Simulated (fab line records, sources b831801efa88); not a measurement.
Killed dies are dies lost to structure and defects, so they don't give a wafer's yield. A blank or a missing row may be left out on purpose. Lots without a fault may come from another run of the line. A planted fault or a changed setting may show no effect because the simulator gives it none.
A struck lot beside a sound one | flow gf180mcu | 26 steps out of a route of 602
Sound: wafers L411.1, L411.4, L411.5. Struck: wafers L412.1, L412.3, L412.4. The cause comes at the end.
At each step with rows: each side's tool, then ch and its chambers, then its first start. Under that, the readings that differ: sound wafers | struck wafers | difference of the means | sigmas: that difference in standard deviations of wafers without a fault.
alike: readings whose means differ by less than 2 such deviations, and words and numbers that are the same on both sides. not compared: withheld readings, readings that some wafer has no value for, bounds like >300 that may hide the same value, and numbers for which the record gives no deviation and whose values overlap.
The two part at a step that has a row with sigmas, a row that says differs or no value, or rows on one side only. Numbers that don't overlap but have no deviation are shown without sigmas and don't part them. A reading that every wafer of one side lacks parts them only if that side has two wafers or more.

first, 1 step without rows for these wafers: GF_MVPSD_IMPLANT_09.
GF_MVPSD_STRIP_10: strips in O2/N2.
  sound on plasma_asher-01 ch 0, day 5 18:56; struck on plasma_asher-01 ch 0,1, day 6 01:17
  alike: chamber_pressure_mTorr, drypump_motor_current_A, heater_power_w, o2_flow_sccm, oes_product_au, strip_time_to_endpoint_s
  not compared: rf_hours_counter_h
GF_MVPSD_TW_MEAS_11:
  sound on film_metro-03, day 5 19:02; struck on film_metro-04, day 6 01:23
  alike: MVPSD_TW
then, 7 steps without rows for these wafers: GF_VT_IMPLANT_DEHYDRATE_00 (time 60 s); GF_VT_IMPLANT_HMDS_01 (prime time 60 s); GF_VT_IMPLANT_COAT_02 (resist thk 1000 nm); GF_VT_IMPLANT_SOFTBAKE_03 (time 60 s); GF_VT_IMPLANT_EXPOSE_04 (exposes mask LVPWELL LV AREA, target cd 600 nm); GF_VT_IMPLANT_PEB_05; GF_VT_IMPLANT_DEVELOP_06 (develop time 60 s).
GF_VT_IMPLANT_OVL_MEAS_07:
  sound on overlay-01, day 6 10:21; struck on overlay-01, day 6 16:07
  alike: VT_IMPLANT_OVL
then, 1 step without rows for these wafers: GF_VT_IMPLANT_IMPLANT_08.
GF_VT_IMPLANT_STRIP_09: strips in O2/N2.
  sound on plasma_asher-01 ch 0,1, day 6 10:32; struck on plasma_asher-02 ch 0,1, day 6 16:18
  no value came back on the struck wafers for any of 6 readings (chamber_pressure_mTorr (mTorr), drypump_motor_current_A (A) and others); on the sound wafers chamber_pressure_mTorr (mTorr) reads 1497.7 1500.1 1498.7
  reading                                         | sound | struck        | difference | sigmas
  model.NOVOLAK_of_VT_IMPLANT_COAT_02.thk_nm (nm) | 0 0 0 | 999 1004 1000 | +1001      |
  not compared: rf_hours_counter_h
GF_VT_IMPLANT_TW_MEAS_10:
  sound on film_metro-03, day 6 10:38; struck on film_metro-04, day 6 16:24
  alike: VT_IMPLANT_TW
then, 7 steps without rows for these wafers: GF_VT_IMPLANT_DEHYDRATE_11 (time 60 s); GF_VT_IMPLANT_HMDS_12 (prime time 60 s); GF_VT_IMPLANT_COAT_13 (resist thk 1000 nm); GF_VT_IMPLANT_SOFTBAKE_14 (time 60 s); GF_VT_IMPLANT_EXPOSE_15 (exposes mask Nwell LV AREA, target cd 860 nm); GF_VT_IMPLANT_PEB_16; GF_VT_IMPLANT_DEVELOP_17 (develop time 60 s).
GF_VT_IMPLANT_OVL_MEAS_18:
  sound on overlay-02, day 7 02:14; struck on overlay-01, day 7 07:58
  alike: VT_IMPLANT_01_OVL
then, 1 step without rows for these wafers: GF_VT_IMPLANT_IMPLANT_19.
GF_VT_IMPLANT_STRIP_20: strips in O2/N2.
  sound on plasma_asher-01 ch 0,1, day 7 02:25; struck on plasma_asher-01 ch 0,1, day 7 08:09
  reading                      | sound             | struck            | difference | sigmas
  strip_time_to_endpoint_s (s) | 12.62 12.63 12.68 | 27.60 27.65 27.62 | +14.98     | +99 or more
  alike: chamber_pressure_mTorr, drypump_motor_current_A, heater_power_w, o2_flow_sccm, oes_product_au
  not compared: rf_hours_counter_h
GF_VT_IMPLANT_TW_MEAS_21:
  sound on film_metro-03, day 7 02:31; struck on film_metro-03, day 7 08:29
  reading         | sound          | struck   | difference | sigmas
  VT_IMPLANT_2_TW | 1215 1219 1222 | 30 30 30 | -1189      | -99 or more
  not compared: hold
GF_PASSIVATION_PROBE_99:
  the record has rows for the sound wafers here (prober-02, day 30 08:30) and none for the struck ones

WHERE THEY PART
First at GF_VT_IMPLANT_STRIP_09; last, within this record, at GF_PASSIVATION_PROBE_99.

WHY: what the simulator had put in
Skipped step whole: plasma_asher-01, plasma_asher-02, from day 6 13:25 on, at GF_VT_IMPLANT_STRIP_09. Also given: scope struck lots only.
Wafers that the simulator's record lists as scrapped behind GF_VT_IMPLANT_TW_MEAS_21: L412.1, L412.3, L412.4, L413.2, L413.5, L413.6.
